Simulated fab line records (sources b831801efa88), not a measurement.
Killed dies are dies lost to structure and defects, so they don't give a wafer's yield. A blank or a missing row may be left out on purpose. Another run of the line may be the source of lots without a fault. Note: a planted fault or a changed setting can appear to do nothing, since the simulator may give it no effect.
Matching of chambers / flow sky130 / SKY_CONTACT_CMP_27 on cmp-02 has 4 sister chambers
The step polishes, stops on SiO2, t overpolish 15 s, target thk 0 nm. 24 wafers are shown with their chamber, then 12 later ones without.

WAFERS, EACH WITH ITS CHAMBER
wafer=L074.1; chamber=2; motorCurrentA (A)=10.8; timeToEndpointS (s)=82.1; overpolishRunS (s)=15.007
wafer=L074.2; chamber=0; motorCurrentA (A)=9.7; timeToEndpointS (s)=81.7; overpolishRunS (s)=14.997
wafer=L074.3; chamber=1; motorCurrentA (A)=12.0; timeToEndpointS (s)=78.1; overpolishRunS (s)=14.997
wafer=L075.2; chamber=1; motorCurrentA (A)=11.4; timeToEndpointS (s)=83.5; overpolishRunS (s)=15.004
wafer=L075.3; chamber=2; motorCurrentA (A)=10.3; timeToEndpointS (s)=80.5; overpolishRunS (s)=14.991
wafer=L075.6; chamber=2; motorCurrentA (A)=10.2; timeToEndpointS (s)=74.9; overpolishRunS (s)=14.990
wafer=L078.2; chamber=1; motorCurrentA (A)=11.7; timeToEndpointS (s)=76.7; overpolishRunS (s)=15.000
wafer=L078.4; chamber=2; motorCurrentA (A)=10.6; timeToEndpointS (s)=77.2; overpolishRunS (s)=14.991
wafer=L078.5; chamber=2; motorCurrentA (A)=10.7; timeToEndpointS (s)=76.2; overpolishRunS (s)=14.983
wafer=L082.2; chamber=1; motorCurrentA (A)=12.0; timeToEndpointS (s)=76.4; overpolishRunS (s)=15.002
wafer=L082.4; chamber=0; motorCurrentA (A)=9.7; timeToEndpointS (s)=81.6; overpolishRunS (s)=14.996
wafer=L082.5; chamber=2; motorCurrentA (A)=10.2; timeToEndpointS (s)=78.2; overpolishRunS (s)=14.995
wafer=L084.3; chamber=1; motorCurrentA (A)=12.1; timeToEndpointS (s)=82.3; overpolishRunS (s)=14.996
wafer=L084.4; chamber=3; motorCurrentA (A)=11.0; timeToEndpointS (s)=83.8; overpolishRunS (s)=14.988
wafer=L084.6; chamber=1; motorCurrentA (A)=11.2; timeToEndpointS (s)=83.4; overpolishRunS (s)=15.009
wafer=L083.1; chamber=1; motorCurrentA (A)=11.1; timeToEndpointS (s)=83.3; overpolishRunS (s)=14.998
wafer=L083.2; chamber=2; motorCurrentA (A)=11.2; timeToEndpointS (s)=80.4; overpolishRunS (s)=14.992
wafer=L083.5; chamber=2; motorCurrentA (A)=10.3; timeToEndpointS (s)=82.5; overpolishRunS (s)=15.003
wafer=L085.1; chamber=0; motorCurrentA (A)=10.4; timeToEndpointS (s)=79.0; overpolishRunS (s)=15.006
wafer=L085.2; chamber=1; motorCurrentA (A)=11.4; timeToEndpointS (s)=80.6; overpolishRunS (s)=15.007
wafer=L085.3; chamber=3; motorCurrentA (A)=10.7; timeToEndpointS (s)=81.8; overpolishRunS (s)=15.026
wafer=L087.3; chamber=3; motorCurrentA (A)=10.5; timeToEndpointS (s)=83.1; overpolishRunS (s)=15.007
wafer=L087.4; chamber=0; motorCurrentA (A)=10.1; timeToEndpointS (s)=82.2; overpolishRunS (s)=14.997
wafer=L087.6; chamber=2; motorCurrentA (A)=10.5; timeToEndpointS (s)=81.4; overpolishRunS (s)=14.983

SIGNATURES, as means of the wafers listed above
reading=motorCurrentA; chamber 0=9.975; chamber 1=11.613; chamber 2=10.533; chamber 3=10.733; scatter within a chamber=0.348
reading=timeToEndpointS; chamber 0=81.125; chamber 1=80.537; chamber 2=79.267; chamber 3=82.900; scatter within a chamber=2.58
reading=overpolishRunS; chamber 0=14.99900; chamber 1=15.00163; chamber 2=14.99278; chamber 3=15.00700; scatter within a chamber=0.00855
Rule: distance of a wafer from a chamber = root of the sum over the readings of ((wafer's reading minus chamber's mean) / reading's scatter) squared. If the next closest chamber is less than 2 further off than the closest, the wafer can't be placed; otherwise it belongs to the closest. How the scatter is found: for the shown wafers, subtract from each reading the mean of its chamber, square and add these, divide the total by (wafers less chambers), then take the root.

WAFERS WHOSE CHAMBER IS MISSING
wafer=L091.3; motorCurrentA (A)=11.5; timeToEndpointS (s)=81.1; overpolishRunS (s)=15.003
wafer=L091.5; motorCurrentA (A)=11.1; timeToEndpointS (s)=85.5; overpolishRunS (s)=15.015
wafer=L091.6; motorCurrentA (A)=10.8; timeToEndpointS (s)=80.4; overpolishRunS (s)=15.017
wafer=L092.3; motorCurrentA (A)=10.3; timeToEndpointS (s)=83.4; overpolishRunS (s)=14.996
wafer=L092.4; motorCurrentA (A)=10.9; timeToEndpointS (s)=84.4; overpolishRunS (s)=15.016
wafer=L092.6; motorCurrentA (A)=11.1; timeToEndpointS (s)=85.1; overpolishRunS (s)=14.970
wafer=L093.1; motorCurrentA (A)=10.1; timeToEndpointS (s)=83.6; overpolishRunS (s)=15.001
wafer=L093.2; motorCurrentA (A)=12.1; timeToEndpointS (s)=80.2; overpolishRunS (s)=14.983
wafer=L093.3; motorCurrentA (A)=10.8; timeToEndpointS (s)=79.0; overpolishRunS (s)=15.016
wafer=L094.1; motorCurrentA (A)=9.8; timeToEndpointS (s)=81.6; overpolishRunS (s)=14.994
wafer=L094.2; motorCurrentA (A)=11.5; timeToEndpointS (s)=82.8; overpolishRunS (s)=14.999
wafer=L094.3; motorCurrentA (A)=11.2; timeToEndpointS (s)=83.6; overpolishRunS (s)=14.995

WHICH CHAMBER EACH WENT THROUGH
wafer=L091.3; from the rows above=can't be placed: 1 or 3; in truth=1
wafer=L091.5; from the rows above=can't be placed: 3 or 1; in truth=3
wafer=L091.6; from the rows above=can't be placed: 3 or 1 or 2 or 0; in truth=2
wafer=L092.3; from the rows above=can't be placed: 0 or 2 or 3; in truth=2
wafer=L092.4; from the rows above=can't be placed: 3 or 1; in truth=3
wafer=L092.6; from the rows above=can't be placed: 2 or 1 or 3 or 0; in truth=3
wafer=L093.1; from the rows above=can't be placed: 0 or 3 or 2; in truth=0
wafer=L093.2; from the rows above=1; in truth=1
wafer=L093.3; from the rows above=can't be placed: 3 or 2 or 1 or 0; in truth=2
wafer=L094.1; from the rows above=can't be placed: 0 or 2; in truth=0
wafer=L094.2; from the rows above=can't be placed: 1 or 3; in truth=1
wafer=L094.3; from the rows above=can't be placed: 1 or 3 or 2 or 0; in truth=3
Placed correctly: 1 of 12. Not placeable from these rows: 11 (in 11, the candidates include the true chamber). 0 placed wrongly.
